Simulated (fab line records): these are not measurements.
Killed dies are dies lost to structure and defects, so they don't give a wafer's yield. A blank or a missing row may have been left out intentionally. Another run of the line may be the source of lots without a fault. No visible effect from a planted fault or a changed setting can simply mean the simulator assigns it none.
fab line records	flow sky130
record lots=13	wafers=39	last-day=50
route steps=708 shown VT_ADJUST_HVTP@89 VT_ADJUST_LVTN@118
lots that met no fault: taken from a fault-free run of the same line
start-h: start of the lot's first displayed wafer, in hours after the record's first day	wait-h: hours elapsed since this lot's preceding step	" as in the row above	L1.1+2: several wafers, shown together as one row	- no value present, or no start provided	* or withheld: withheld	< > ~ a bound
route shown NAME@n: names a module that has steps shown in the file, with the first one's number in the route	usual: mean/standard deviation of fault-free wafers	same: alike in all rows	chamber/n: place in a boat	sites: each site's reading	_std_site: standard deviation across them	_edge_site: outer sites' mean less inner sites'	radius-mm: for every site, how far away it sits from the centre of the wafer	mask NAME#n: copy n	behind: the tool/chamber that last shaped the wafer	hold: why the lot was held/for how many hours/how that ended	device: transistor that didn't switch, given as n, p or np	end of line: the route-end tests of the same wafers	a step with no rows: only its recipe	killed: dies that structure and defects cost at the first sort, which is not the same as the wafer's yield	map: a wafer's dies, x killed, . not, _ none there
set.NAME: the run value of the setting; set.NAME@STEP: its run value at that earlier step	model.NAME: the simulator's own value behind a step, which no gauge read
route steps across a sampled set of lots; one table per step, one row per wafer
services: a tool's chamber out of use, with start hour (start-h, from the record's first day; less than 0 if before it), hours out, and reason
## steps
# step SKY_VT_ADJUST_HVTP_EXPOSE_04
# recipe mask-id=HVTPM	na=0.6	source-shape=conventional	sigma-outer=0.6	polarization=unpolarized	target-cd-nm=380	dose-mj=140
lot.wafer	tool	chamber	start-h	wait-h	mask
L990.3+5+6	iline-stepper-01	0	116.86	-	HVTPM#0
L991.1+2+4	iline-stepper-02	0	130.32	-	HVTPM#0
L993.3+4+5	iline-stepper-02	0	138.47	-	HVTPM#0
L992.1+2+5	iline-stepper-02	0	138.66	-	HVTPM#0
L994.2+3+5	iline-stepper-01	0	146.27	-	HVTPM#0
L999.2+3+6	iline-stepper-01	0	169.72	-	HVN_STD_DERIVED#0
L107.3+4+5	iline-stepper-01	0	215.97	-	HVTPM#0
L108.3+4+5	iline-stepper-02	0	223.24	-	HVTPM#0
L109.1+5+6	iline-stepper-01	0	229.89	-	HVTPM#0
L110.1+2+5	iline-stepper-01	0	239.34	-	HVTPM#0
L111.1+4+6	iline-stepper-01	0	242.70	-	HVTPM#0
L112.2+4+5	iline-stepper-01	0	251.21	-	HVTPM#0
L113.4+5+6	iline-stepper-02	0	258.60	-	HVTPM#0
# step SKY_VT_ADJUST_HVTP_CD_MEAS_07
# recipe target-cd-nm=380
# usual cd-nm=380.5/2.4
lot.wafer	tool	chamber	start-h	wait-h	cd-nm
L990.3	cd-sem-02	-	126.59	0.1	384.2
L990.5	"	-	"	"	383.5
L990.6	"	-	"	"	382.3
L991.1	cd-sem-01	-	140.10	0.1	380.8
L991.2	"	-	"	"	377.3
L991.4	"	-	"	"	378.6
L993.3	cd-sem-01	-	148.37	0.1	381.8
L993.4	"	-	"	"	381.0
L993.5	"	-	"	"	382.2
L992.1	cd-sem-02	-	148.63	0.1	378.8
L992.2	"	-	"	"	381.6
L992.5	"	-	"	"	381.4
L994.2	cd-sem-02	-	155.26	0.1	378.8
L994.3	"	-	"	"	380.0
L994.5	"	-	"	"	382.0
L999.2	cd-sem-02	-	179.72	0.1	-
L999.3	"	-	"	"	-
L999.6	"	-	"	"	-
L107.3	cd-sem-01	-	226.83	0.1	379.9
L107.4	"	-	"	"	378.1
L107.5	"	-	"	"	377.0
L108.3	cd-sem-01	-	234.42	0.1	378.1
L108.4	"	-	"	"	379.2
L108.5	"	-	"	"	377.0
L109.1	cd-sem-01	-	241.53	0.1	379.5
L109.5	"	-	"	"	378.6
L109.6	"	-	"	"	381.9
L110.1	cd-sem-02	-	250.29	0.1	384.5
L110.2	"	-	"	"	386.7
L110.5	"	-	"	"	387.7
L111.1	cd-sem-02	-	253.33	0.1	380.1
L111.4	"	-	"	"	379.8
L111.6	"	-	"	"	379.2
L112.2	cd-sem-02	-	263.66	0.1	378.3
L112.4	"	-	"	"	378.7
L112.5	"	-	"	"	380.3
L113.4	cd-sem-02	-	270.60	0.1	376.7
L113.5	"	-	"	"	377.6
L113.6	"	-	"	"	376.5
# step SKY_VT_ADJUST_HVTP_TW_MEAS_11
# usual VT_ADJUST_HVTP_TW=1338/6
lot.wafer	tool	chamber	start-h	wait-h	VT_ADJUST_HVTP_TW
L990.3	film-metro-01	-	126.97	0.1	1341
L990.5	"	-	"	"	1343
L990.6	"	-	"	"	1335
L991.1	film-metro-04	-	140.50	0.1	1338
L991.2	"	-	"	"	1339
L991.4	"	-	"	"	1340
L993.3	film-metro-02	-	148.75	0.1	1346
L993.4	"	-	"	"	1337
L993.5	"	-	"	"	1341
L992.1	film-metro-02	-	149.03	0.1	1338
L992.2	"	-	"	"	1339
L992.5	"	-	"	"	1345
L994.2	film-metro-02	-	155.99	0.1	1335
L994.3	"	-	"	"	1341
L994.5	"	-	"	"	1337
L999.2	film-metro-01	-	180.11	0.1	30
L999.3	"	-	"	"	29
L999.6	"	-	"	"	30
L107.3	film-metro-02	-	227.33	0.1	1339
L107.4	"	-	"	"	1340
L107.5	"	-	"	"	1344
L108.3	film-metro-04	-	234.80	0.1	1348
L108.4	"	-	"	"	1355
L108.5	"	-	"	"	1341
L109.1	film-metro-04	-	241.93	0.1	1325
L109.5	"	-	"	"	1329
L109.6	"	-	"	"	1324
L110.1	film-metro-02	-	250.70	0.1	1337
L110.2	"	-	"	"	1335
L110.5	"	-	"	"	1338
L111.1	film-metro-01	-	253.73	0.1	1340
L111.4	"	-	"	"	1339
L111.6	"	-	"	"	1336
L112.2	film-metro-04	-	264.06	0.1	1340
L112.4	"	-	"	"	1345
L112.5	"	-	"	"	1342
L113.4	film-metro-04	-	270.98	0.1	1343
L113.5	"	-	"	"	1336
L113.6	"	-	"	"	1335
# step SKY_VT_ADJUST_LVTN_TW_MEAS_21
# usual VT_ADJUST_LVTN_2_TW=186.0/0.94
lot.wafer	tool	chamber	start-h	wait-h	VT_ADJUST_LVTN_2_TW
L990.3	film-metro-04	-	166.51	0.1	185.4
L990.5	"	-	"	"	186.2
L990.6	"	-	"	"	185.9
L991.1	film-metro-03	-	180.18	0.1	184.9
L991.2	"	-	"	"	186.6
L991.4	"	-	"	"	185.5
L993.3	film-metro-04	-	189.56	0.1	186.9
L993.4	"	-	"	"	186.1
L993.5	"	-	"	"	186.1
L992.1	film-metro-02	-	189.86	0.1	186.1
L992.2	"	-	"	"	186.5
L992.5	"	-	"	"	185.0
L994.2	film-metro-03	-	196.97	0.1	185.9
L994.3	"	-	"	"	186.5
L994.5	"	-	"	"	186.6
L999.2	film-metro-04	-	223.65	0.1	1352.6
L999.3	"	-	"	"	1344.8
L999.6	"	-	"	"	1352.1
L107.3	film-metro-02	-	274.53	0.1	184.7
L107.4	"	-	"	"	185.2
L107.5	"	-	"	"	185.1
L108.3	film-metro-03	-	282.20	0.1	185.5
L108.4	"	-	"	"	187.0
L108.5	"	-	"	"	187.3
L109.1	film-metro-02	-	290.41	0.1	185.7
L109.5	"	-	"	"	186.0
L109.6	"	-	"	"	185.5
L110.1	film-metro-04	-	300.14	0.1	186.5
L110.2	"	-	"	"	186.5
L110.5	"	-	"	"	187.1
L111.1	film-metro-02	-	302.99	0.1	185.1
L111.4	"	-	"	"	185.4
L111.6	"	-	"	"	184.9
L112.2	film-metro-04	-	313.97	0.1	185.8
L112.4	"	-	"	"	184.8
L112.5	"	-	"	"	185.7
L113.4	film-metro-02	-	320.01	0.1	186.3
L113.5	"	-	"	"	186.4
L113.6	"	-	"	"	186.4
## services
tool	chamber	start-h	hours	kind
iline-stepper-02	-	98.60	3.3	repair
iline-stepper-01	-	105.91	1.7	pm
iline-stepper-01	-	133.70	2.1	pm
iline-stepper-01	-	135.79	-	consumable-replace:lamp
iline-stepper-01	-	135.84	9.6	repair
iline-stepper-01	0	151.96	-	calibration
iline-stepper-02	0	204.73	-	calibration
iline-stepper-01	-	220.87	4.4	pm
iline-stepper-02	-	228.51	20.8	repair
iline-stepper-02	-	254.03	1.7	pm
## key
first-sign step=SKY_VT_ADJUST_HVTP_EXPOSE_04	reading=mask	direction=changed
effect step=SKY_VT_ADJUST_HVTP_CD_MEAS_07	reading=cd-nm	direction=missing
effect step=SKY_VT_ADJUST_HVTP_TW_MEAS_11	reading=VT_ADJUST_HVTP_TW	direction=down	sigmas=99+	usual=1338	struck=29
effect step=SKY_VT_ADJUST_LVTN_TW_MEAS_21	reading=VT_ADJUST_LVTN_2_TW	direction=up	sigmas=99+	usual=186.0	struck=1349.8
met-at SKY_VT_ADJUST_HVTP_EXPOSE_04
struck-lots L999
sort-left-out L999.2,L999.3,L999.6
tester-left-out L999
onset-between 146.27 169.72
fault kind=wrong-mask	tool=any	chamber=-	onset-h=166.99	steps=SKY_VT_ADJUST_HVTP_EXPOSE_04	aux-copy=HVN_STD_DERIVED#0	scope=struck-lots-only
# tester-left-out: of these lots the tester's yield and bins aren't shown, on N5 and GAA mostly nor the transistor test; their killed dies are dies lost to structure and defects alone, not to doping, threshold or leakage, so they don't give the yield
# sort-left-out: the simulated sort isn't trusted on such a fault, so these wafers' sort isn't shown, and their yield isn't known
